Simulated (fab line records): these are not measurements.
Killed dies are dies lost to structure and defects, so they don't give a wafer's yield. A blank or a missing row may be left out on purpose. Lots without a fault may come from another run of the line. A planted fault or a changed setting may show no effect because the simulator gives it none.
Matching of chambers ; flow gf180mcu ; GF_SAB_CVD_00 on pecvd-03 has 3 sister chambers
The step deposits SiO2 from TEOS, target thk 50 nm, time 4.9302 s. 14 wafers are shown with their chamber, then 7 later ones without.

## WAFERS WITH THEIR CHAMBER
wafer;chamber;heaterPowerW (W)
L122.2;1;737
L122.5;2;493
L122.6;1;740
L125.4;1;813
L125.5;2;481
L125.6;0;726
L124.3;0;714
L124.4;2;431
L124.6;0;711
L129.1;1;712
L129.2;0;773
L129.4;0;773
L131.1;2;508
L131.5;2;500

SIGNATURES (means of the wafers above)
reading;chamber 0;chamber 1;chamber 2;scatter within a chamber
heaterPowerW;739.40;750.50;482.60;34.8
Rule: for a wafer and a chamber, the distance is found by dividing, reading by reading, the gap between the wafer's reading and the chamber's mean by the reading's scatter, squaring, summing and taking the root. If the next closest chamber is less than 2 further off than the closest, the wafer can't be placed; otherwise it belongs to the closest. How the scatter is found: for the shown wafers, subtract from each reading the mean of its chamber, square and add these, divide the total by (wafers less chambers), then take the root.

## WAFERS WITH NO CHAMBER GIVEN
wafer;heaterPowerW (W)
L131.6;705
L132.1;729
L132.2;778
L132.5;525
L134.1;478
L134.4;501
L134.5;769

## THE CHAMBER EACH PASSED THROUGH
wafer;from the rows above;in truth
L131.6;can't be placed: 0 or 1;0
L132.1;can't be placed: 0 or 1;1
L132.2;can't be placed: 1 or 0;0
L132.5;2;2
L134.1;2;2
L134.4;2;2
L134.5;can't be placed: 1 or 0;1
Correctly placed: 3 of 7. Can't be placed from these rows: 4 (the true chamber is among the candidates in 4). Wrongly placed: 0.
